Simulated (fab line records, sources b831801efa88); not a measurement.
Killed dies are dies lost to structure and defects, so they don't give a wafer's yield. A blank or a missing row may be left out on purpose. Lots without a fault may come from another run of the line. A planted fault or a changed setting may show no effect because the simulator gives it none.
A struck lot beside a sound one | flow sky130 | 15 steps out of a route of 708
Sound: wafers L784.2, L784.3, L784.4. Struck: wafers L778.2, L778.5. (L778.1 of the same lot was not struck and is left out.) The cause comes at the end.
At each step with rows: each side's tool, then ch and its chambers, then its first start. Under that, the readings that differ: sound wafers | struck wafers | difference of the means | sigmas: that difference in standard deviations of wafers without a fault.
alike: readings whose means differ by less than 2 such deviations, and words and numbers that are the same on both sides. not compared: withheld readings, readings that some wafer has no value for, bounds like >300 that may hide the same value, and numbers for which the record gives no deviation and whose values overlap.
The two part at a step that has a row with sigmas, a row that says differs or no value, or rows on one side only. Numbers that don't overlap but have no deviation are shown without sigmas and don't part them. A reading that every wafer of one side lacks parts them only if that side has two wafers or more.

SKY_LOCAL_INTERCONNECT_RS_MEAS_01: measures by four-point-probe.
  sound on film_metro-04, day 33 20:18; struck on film_metro-01, day 31 13:35
  alike: LOCAL_INTERCONNECT_TIN_RS
SKY_LOCAL_INTERCONNECT_THK_MEAS_02: measures by xrf.
  sound on film_metro-04, day 33 20:25; struck on film_metro-01, day 31 13:43
  alike: LOCAL_INTERCONNECT_TIN_THK
then, 8 steps without rows for these wafers: SKY_LOCAL_INTERCONNECT_DEHYDRATE_03 (time 60 s); SKY_LOCAL_INTERCONNECT_HMDS_04 (prime time 60 s); SKY_LOCAL_INTERCONNECT_COAT_05 (resist thk 60 nm); SKY_LOCAL_INTERCONNECT_COAT_06 (resist thk 450 nm); SKY_LOCAL_INTERCONNECT_SOFTBAKE_07 (time 90 s); SKY_LOCAL_INTERCONNECT_EXPOSE_08 (exposes mask LI1M, target cd 170 nm); SKY_LOCAL_INTERCONNECT_PEB_09; SKY_LOCAL_INTERCONNECT_DEVELOP_10 (develop time 60 s).
SKY_LOCAL_INTERCONNECT_CD_MEAS_11: target cd 170 nm.
  sound on cd_sem-02, day 34 22:52; struck on cd_sem-01, day 32 18:10
  reading    | sound             | struck      | difference | sigmas
  cd_nm (nm) | 167.5 168.2 167.4 | 171.0 170.4 | +3.0       | +2
SKY_LOCAL_INTERCONNECT_OVL_MEAS_12:
  sound on overlay-01, day 34 22:59; struck on overlay-02, day 32 18:17
  alike: LOCAL_INTERCONNECT_OVL
SKY_LOCAL_INTERCONNECT_ETCH_13: etches BARC in N2/H2, stops on SiO2, time 45.9 s, target depth 60 nm.
  sound on rie_metal-01 ch 0,1, day 34 23:01; struck on rie_metal-04 ch 0, day 32 18:19
  reading    | sound              | struck      | difference | sigmas
  bias_w (W) | 99.71 100.10 99.71 | 87.52 87.93 | -12.11     | -43
  alike: drypump_motor_current_A, oes_product_au, throttle_valve_pct
  not compared: rf_hours_counter_h
SKY_LOCAL_INTERCONNECT_METAL_ETCH_14: etches TiN in Cl2/BCl3, stops on PSG, target depth 110 nm, time 31.4 s.
  sound on rie_metal-01 ch 0,1, day 34 23:04; struck on rie_metal-04 ch 0, day 32 18:23
  alike: bias_w, drypump_motor_current_A, oes_product_au, throttle_valve_pct
  not compared: rf_hours_counter_h
-- the record jumps here: 15 days lie between the struck wafers' starts before and after (it left off in module LOCAL_INTERCONNECT and takes up again in module PAD_OPEN, whose first step shown is number 708 of the route) --
SKY_PAD_OPEN_PROBE_99:
  sound on prober-02, day 49 08:12; struck on prober-02, day 47 16:23
  reading            | sound    | struck | difference | sigmas
  killed_at_contacts | 36 32 45 | 20 29  | -13        | -2
  alike: killed_at_M0_to_M3, killed_at_M4_up, killed_at_front_end, killed_at_other, killed_dies, killed_open, killed_short

WHERE THEY PART
First at SKY_LOCAL_INTERCONNECT_CD_MEAS_11; last, within this record, at SKY_PAD_OPEN_PROBE_99.

WHY: what the simulator had put in
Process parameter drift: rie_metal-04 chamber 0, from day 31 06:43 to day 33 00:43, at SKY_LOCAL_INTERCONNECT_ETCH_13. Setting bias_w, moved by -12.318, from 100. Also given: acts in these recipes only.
